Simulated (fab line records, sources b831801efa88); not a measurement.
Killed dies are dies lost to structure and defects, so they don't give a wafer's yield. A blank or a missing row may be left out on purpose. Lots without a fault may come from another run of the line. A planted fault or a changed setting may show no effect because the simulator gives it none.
Which tool did it? | flow gf180mcu | 10 lots, 30 wafers sampled, at 2 steps of a route of 602

WHAT THE GAUGES READ, wafer by wafer
GF_VT_IMPLANT_TW_MEAS_10.
lot  | measured    | on            | VT_IMPLANT_TW
L699 | day 5 17:41 | film_metro-01 | 560 562 557
L700 | day 5 21:08 | film_metro-01 | 560 559 560
L701 | day 6 02:13 | film_metro-01 | 566 570 570
L702 | day 6 09:19 | film_metro-01 | 570 567 566
L703 | day 6 14:50 | film_metro-02 | 554 553 553
L704 | day 6 22:55 | film_metro-01 | 567 572 573
L705 | day 7 05:28 | film_metro-03 | 939 933 939 939 939 938
L706 | day 7 10:44 | film_metro-03 | 933 935 938 934 934 937
L707 | day 7 16:50 | film_metro-01 | 925 925 925 926 923 932
L708 | day 7 22:17 | film_metro-03 | 931 935 933 933 936 933

WHICH TOOL RAN EACH LOT (tool, then ch and the chambers of the sampled wafers, then the start)
lot  | GF_VT_IMPLANT_IMPLANT_08
L699 | implanter-03 ch 0, day 5 17:25
L700 | implanter-01 ch 0, day 5 20:53
L701 | implanter-03 ch 0, day 6 01:59
L702 | implanter-01 ch 0, day 6 09:04
L703 | implanter-02 ch 0, day 6 14:35
L704 | implanter-03 ch 0, day 6 22:40
L705 | implanter-02 ch 0, day 7 05:14
L706 | implanter-02 ch 0, day 7 10:29
L707 | implanter-02 ch 0, day 7 16:35
L708 | implanter-03 ch 0, day 7 22:02
- GF_VT_IMPLANT_IMPLANT_08

THE ANSWER, worked out from the rows above alone
Rule: what is usual is taken from the lots themselves. Put in order of their means at a reading, lots are off if they are a third of the lots or fewer, leave a main group of 4 or more, and stand apart from it by a gap of 3 or more times the standard deviation of the main group's means; of several such gaps the widest counts. A main group whose means are all the same, to the digits that the tables above print for the reading, isn't used. A lot without any number at a reading at which 4 lots or more have one is off too. The other lots that the step has rows for count as sound.
No lot is off at any reading shown: from this, nothing can be told.

WHAT THE SIMULATOR HAD PUT IN
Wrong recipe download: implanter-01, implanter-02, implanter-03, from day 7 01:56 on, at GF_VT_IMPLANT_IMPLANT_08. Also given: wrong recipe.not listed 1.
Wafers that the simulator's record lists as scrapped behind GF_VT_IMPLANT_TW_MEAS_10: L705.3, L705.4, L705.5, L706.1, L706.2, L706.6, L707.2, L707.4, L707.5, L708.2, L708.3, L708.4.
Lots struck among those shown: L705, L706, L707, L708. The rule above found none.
